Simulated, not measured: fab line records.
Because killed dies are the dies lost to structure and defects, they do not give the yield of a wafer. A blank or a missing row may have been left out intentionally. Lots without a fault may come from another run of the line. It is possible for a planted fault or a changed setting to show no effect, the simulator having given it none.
Shared-tool check	flow gf180mcu	12 lots, 42 wafers sampled

== WHY IT WAS OPENED ==
At GF_HV_LDD_TW_MEAS_50 the reading HV_LDD_4_TW is flagged on 2 of 12 lots. No-fault wafers: 579, standard deviation 5.9.
Rule: a lot is flagged in two cases, either no wafer of it has a number, or all its wafers with numbers fall more than 4 standard deviations from that mean. The rest of the lots are taken to be sound.

lot	measured	on	HV_LDD_4_TW, wafer by wafer	flag
L546	day 12 08:21	film metro-02	579 580 580	
L547	day 12 14:59	film metro-02	578 578 578	
L550	day 13 19:43	film metro-03	574 574 572	
L555	day 15 07:33	film metro-04	588 586 587	
L557	day 16 04:01	film metro-03	547 545 549 546 545 547	FLAGGED
L559	day 16 15:45	film metro-02	548 550 552 550 553 552	FLAGGED
L562	day 17 16:10	film metro-03	570 567 569	
L563	day 18 03:46	film metro-04	582 585 584	
L566	day 19 03:25	film metro-04	584 589 587	
L567	day 19 14:34	film metro-04	584 588 586	
L568	day 19 20:19	film metro-04	585 585 587	
L569	day 20 07:23	film metro-02	581 579 578	
Average over the flagged lots: 549; offset from the usual -30, equal to -5 standard deviations.

== WHICH TOOL RAN EACH LOT ==
2 process steps preceding the reading are held in the record, out of 602 steps in the route. Cell contents, in order: the tool; ch with the chambers the sampled wafers went through; the start.
lot	flag	GF_HV_LDD_IMPLANT_48	GF_HV_LDD_STRIP_49
L546		implanter-02 ch 0, day 12 08:07	plasma asher-04 ch 0,1, day 12 08:14
L547		implanter-03 ch 0, day 12 14:44	plasma asher-04 ch 0,1, day 12 14:53
L550		implanter-02 ch 0, day 13 19:29	plasma asher-04 ch 0,1, day 13 19:37
L555		implanter-03 ch 0, day 15 07:19	plasma asher-02 ch 0, day 15 07:26
L557	FLAGGED	implanter-02 ch 0, day 16 03:48	plasma asher-01 ch 0,1, day 16 03:55
L559	FLAGGED	implanter-02 ch 0, day 16 15:30	plasma asher-01 ch 0,1, day 16 15:39
L562		implanter-03 ch 0, day 17 15:57	plasma asher-01 ch 0,1, day 17 16:05
L563		implanter-01 ch 0, day 18 03:32	plasma asher-02 ch 0,1, day 18 03:40
L566		implanter-03 ch 0, day 19 03:12	plasma asher-02 ch 0,1, day 19 03:20
L567		implanter-01 ch 0, day 19 14:20	plasma asher-04 ch 0,1, day 19 14:27
L568		implanter-01 ch 0, day 19 20:04	plasma asher-04 ch 0,1, day 19 20:13
L569		implanter-01 ch 0, day 20 07:08	plasma asher-02 ch 0, day 20 07:17
What is done by these steps:
- GF_HV_LDD_IMPLANT_48
- GF_HV_LDD_STRIP_49: strips in O2/N2.
- GF_HV_LDD_TW_MEAS_50

== FLAGGED AGAINST TOTAL, ONE TOOL AT A TIME (gauges that did the reading follow at the end) ==
step	tool	lots run	flagged	share of the flagged lots	sound lots run after its first flagged lot
GF_HV_LDD_IMPLANT_48	implanter-01	4	0	none	-
GF_HV_LDD_IMPLANT_48	implanter-02	4	2	all	0
GF_HV_LDD_IMPLANT_48	implanter-03	4	0	none	-
GF_HV_LDD_STRIP_49	plasma asher-01	3	2	all	1 (L562)
GF_HV_LDD_STRIP_49	plasma asher-02	4	0	none	-
GF_HV_LDD_STRIP_49	plasma asher-04	5	0	none	-
GF_HV_LDD_TW_MEAS_50	film metro-02	4	1	some	1 (L569)
GF_HV_LDD_TW_MEAS_50	film metro-03	3	1	some	1 (L562)
GF_HV_LDD_TW_MEAS_50	film metro-04	5	0	none	-

== THE TABLE: WHAT IT ALLOWS ==
Table rows that saw every flagged lot: 2, namely implanter-02 at GF_HV_LDD_IMPLANT_48 and plasma asher-01 at GF_HV_LDD_STRIP_49.
- implanter-02 at GF_HV_LDD_IMPLANT_48: 2 of its 4 lots flagged. Last sound lot L550 at day 13 19:29, first flagged lot L557 at day 16 03:48; a fault beginning in between fits. Its own readings lie more than 4 standard deviations out on every wafer of the flagged lots: dose ions cm2, faraday current uA.
- plasma asher-01 at GF_HV_LDD_STRIP_49: 2 of its 3 lots flagged. Lots that were sound ran on it after the first flagged one (L562); a persistent fault on the entire tool would not allow that.
What remains is a single tool, implanter-02 at GF_HV_LDD_IMPLANT_48.

== WHAT THE SIMULATOR PUT IN ==
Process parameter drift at GF_HV_LDD_IMPLANT_48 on implanter-02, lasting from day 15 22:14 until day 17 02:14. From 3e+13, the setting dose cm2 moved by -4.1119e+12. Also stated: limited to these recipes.
Lots struck among those shown: L557, L559. Same finding as the rule above.
